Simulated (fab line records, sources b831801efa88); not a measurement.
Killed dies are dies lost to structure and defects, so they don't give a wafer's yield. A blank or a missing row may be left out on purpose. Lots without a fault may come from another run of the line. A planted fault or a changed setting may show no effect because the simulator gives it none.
Which tool did it? | flow gf180mcu | 15 lots, 45 wafers sampled, at 4 steps of a route of 602

WHAT THE GAUGES READ, wafer by wafer
GF_NWELL_OVL_MEAS_07. Usual: NWELL_OVL 0.8 nm, standard deviation 1.4.
lot  | measured    | on         | NWELL_OVL (nm) | flag
L661 | day 3 06:00 | overlay-02 | 2.3 0.7 2.5    |
L663 | day 3 20:43 | overlay-02 | 2.5 1.7 3.4    |
L664 | day 4 00:10 | overlay-02 | -0.2 1.5 -0.6  |
L668 | day 4 22:56 | overlay-01 | 1.8 0.5 -1.0   |
L669 | day 5 03:33 | overlay-01 | 2.4 1.2 1.2    |
L670 | day 5 09:05 | overlay-02 | -0.2 -0.5 -0.2 |
L672 | day 5 21:34 | overlay-02 | -0.9 1.4 1.5   |
L674 | day 6 04:01 | overlay-01 | -1.4 0.3 -2.1  |
L675 | day 6 13:17 | overlay-02 | 1.8 0.2 1.2    |
L677 | day 6 21:46 | overlay-01 | 0.3 4.4 1.7    |
L678 | day 7 06:31 | overlay-02 | 3.3 1.3 0.9    |
L680 | day 7 15:02 | overlay-02 | 1.9 4.3 2.2    |
L682 | day 8 02:38 | overlay-01 | -0.5 0.5 0.7   |
L683 | day 8 07:29 | overlay-01 | 0.4 0.5 3.7    |
L684 | day 8 12:17 | overlay-02 | 2.2 2.1 1.5    |

GF_HV_LDD_CD_MEAS_46: target cd 400 nm. Usual: cd_nm 400.5 nm, standard deviation 2.6.
lot  | measured     | on        | cd_nm (nm)        | flag
L661 | day 12 16:58 | cd_sem-01 | 398.3 398.3 397.7 |
L663 | day 13 13:01 | cd_sem-02 | 402.7 399.4 402.3 |
L664 | day 13 12:10 | cd_sem-02 | 399.2 398.0 399.6 |
L672 | day 16 05:33 | cd_sem-01 | 403.5 405.4 405.2 |
L674 | day 16 11:29 | cd_sem-01 | 400.9 400.5 400.6 |
L675 | day 17 03:35 | cd_sem-02 | 403.8 404.4 404.3 |
L677 | day 17 15:36 | cd_sem-02 | 401.8 397.5 398.9 |
L678 | day 17 22:05 | cd_sem-02 | 398.8 399.6 398.6 |
L680 | day 18 14:27 | cd_sem-01 | 397.0 398.6 397.3 |
L682 | day 19 04:29 | cd_sem-02 | 402.7 402.0 399.1 |
L683 | day 19 14:08 | cd_sem-02 | 401.5 401.8 401.3 |
L684 | day 20 01:16 | cd_sem-02 | 400.0 397.8 397.5 |

WHICH TOOL RAN EACH LOT (tool, then ch and the chambers of the sampled wafers, then the start)
lot  | GF_STI_ETCH_14                  | GF_DUAL_GATE_EXPOSE_08
L661 | rie_si-02 ch 1,2,3, day 2 01:31 | iline_stepper-01 ch 0, day 7 23:14
L663 | rie_si-01 ch 0,3, day 2 11:58   | iline_stepper-01 ch 0, day 8 21:18
L664 | rie_si-01 ch 0,1,2, day 2 17:04 | iline_stepper-02 ch 0, day 8 21:35
L668 | rie_si-01 ch 1,2,3, day 3 15:04 | iline_stepper-02, day 9 21:03
L669 | rie_si-01 ch 0,1,3, day 3 19:53 | iline_stepper-02, day 10 05:41
L670 | rie_si-01 ch 1,2, day 4 01:14   | iline_stepper-01, day 10 12:53
L672 | rie_si-02 ch 0,2,3, day 4 10:05 | iline_stepper-02 ch 0, day 11 03:18
L674 | rie_si-01 ch 0,1,2, day 4 20:05 | iline_stepper-02 ch 0, day 11 10:58
L675 | rie_si-01 ch 0,1,2, day 5 03:18 | iline_stepper-02 ch 0, day 12 00:13
L677 | rie_si-02 ch 0,2,3, day 5 11:38 | iline_stepper-01 ch 0, day 12 10:20
L678 | rie_si-01 ch 0,1,2, day 5 16:55 | iline_stepper-02 ch 0, day 12 19:43
L680 | rie_si-01 ch 0,1, day 6 03:26   | iline_stepper-01 ch 0, day 13 06:33
L682 | rie_si-02 ch 0,1, day 6 15:14   | iline_stepper-01 ch 0, day 13 20:54
L683 | rie_si-01 ch 0,1, day 6 19:16   | iline_stepper-01 ch 0, day 14 03:28
L684 | rie_si-02 ch 0,1,2, day 7 00:10 | iline_stepper-02 ch 0, day 14 13:04
- GF_STI_ETCH_14: etches Si in HBr/Cl2/O2, target depth 360 nm, time 102.9 s.
- GF_DUAL_GATE_EXPOSE_08: exposes mask Dualgate, target cd 700 nm.

WHAT THE TOOLS THEMSELVES READ (means of the sampled wafers that have a number; where no wafer has one, the mark that the record gives instead)
GF_STI_ETCH_14. Usual: HBr_flow_sccm 150.0 sccm, standard deviation 0.51; bias_w 150.0 W, standard deviation 0.48; drypump_motor_current_A 5.6 A, standard deviation 0.51; oes_product_au 1.006 a.u., standard deviation 0.011; throttle_valve_pct 25.653 %, standard deviation 0.011.
lot  | tool      | HBr_flow_sccm (sccm) | bias_w (W) | drypump_motor_current_A (A) | oes_product_au (a.u.) | throttle_valve_pct (%) | flag
L661 | rie_si-02 | 150.5                | 150.0      | 5.5                         | 1.018                 | 25.653                 |
L663 | rie_si-01 | 150.0                | 150.2      | 5.5                         | 1.011                 | 25.653                 |
L664 | rie_si-01 | 150.0                | 150.5      | 5.7                         | 1.004                 | 25.655                 |
L668 | rie_si-01 | 149.9                | 150.2      | 5.4                         | 1.002                 | 25.648                 |
L669 | rie_si-01 | 149.7                | 149.8      | 5.8                         | 1.004                 | 25.655                 |
L670 | rie_si-01 | 150.0                | 150.3      | 5.3                         | 0.989                 | 25.661                 |
L672 | rie_si-02 | 149.7                | 150.0      | 5.5                         | 1.007                 | 25.657                 |
L674 | rie_si-01 | 150.2                | 150.0      | 5.7                         | 0.993                 | 25.656                 |
L675 | rie_si-01 | 149.9                | 150.2      | 5.7                         | 1.007                 | 25.661                 |
L677 | rie_si-02 | 149.9                | 149.8      | 5.5                         | 1.006                 | 25.644                 |
L678 | rie_si-01 | 149.9                | 150.0      | 5.7                         | 0.999                 | 25.661                 |
L680 | rie_si-01 | 150.3                | 150.3      | 6.2                         | 0.996                 | 25.659                 |
L682 | rie_si-02 | 149.6                | 150.0      | 5.9                         | 0.999                 | 25.657                 |
L683 | rie_si-01 | 149.8                | 150.1      | 6.2                         | 1.008                 | 25.647                 |
L684 | rie_si-02 | 149.9                | 149.8      | 5.6                         | 1.010                 | 25.643                 |

GF_DUAL_GATE_EXPOSE_08. Usual: exposure_dose_mJ_cm2 140.01, standard deviation 0.15; focus_offset_nm 0.0 nm, standard deviation 0.51.
lot  | tool             | exposure_dose_mJ_cm2 | focus_offset_nm (nm) | flag
L661 | iline_stepper-01 | 140.02               | 0.2                  |
L663 | iline_stepper-01 | 140.01               | 0.0                  |
L664 | iline_stepper-02 | 140.13               | -0.7                 |
L668 | iline_stepper-02 | -                    | -                    | OFF
L669 | iline_stepper-02 | -                    | -                    | OFF
L670 | iline_stepper-01 | -                    | -                    | OFF
L672 | iline_stepper-02 | 139.84               | -0.4                 |
L674 | iline_stepper-02 | 140.10               | 0.5                  |
L675 | iline_stepper-02 | 139.88               | 0.6                  |
L677 | iline_stepper-01 | 139.81               | -0.3                 |
L678 | iline_stepper-02 | 139.94               | 0.5                  |
L680 | iline_stepper-01 | 140.02               | -0.7                 |
L682 | iline_stepper-01 | 139.92               | 0.3                  |
L683 | iline_stepper-01 | 140.01               | 0.5                  |
L684 | iline_stepper-02 | 140.04               | 0.4                  |

THE ANSWER, worked out from the rows above alone
Rule: a lot is off if the mean of its wafers that have a number lies more than 3 standard deviations from the usual mean. A lot without any number at a reading at which 4 lots or more have one is off too. The other lots that the step has rows for count as sound. The gauges are gone through in route order, then the tools' own readings, and for those a lot's mean is taken as printed above. The first step at which some lot is off is used, and at that step the reading that is off furthest; a lot without a number counts as furthest.
Off: L668, L669, L670, at GF_DUAL_GATE_EXPOSE_08 (exposure_dose_mJ_cm2). Without a number there: L668, L669, L670.
A tool fits if, at that step or a process step before it, it ran every lot that is off, and no sound lot after the first of them. None of those tried fits.

WHAT THE SIMULATOR HAD PUT IN
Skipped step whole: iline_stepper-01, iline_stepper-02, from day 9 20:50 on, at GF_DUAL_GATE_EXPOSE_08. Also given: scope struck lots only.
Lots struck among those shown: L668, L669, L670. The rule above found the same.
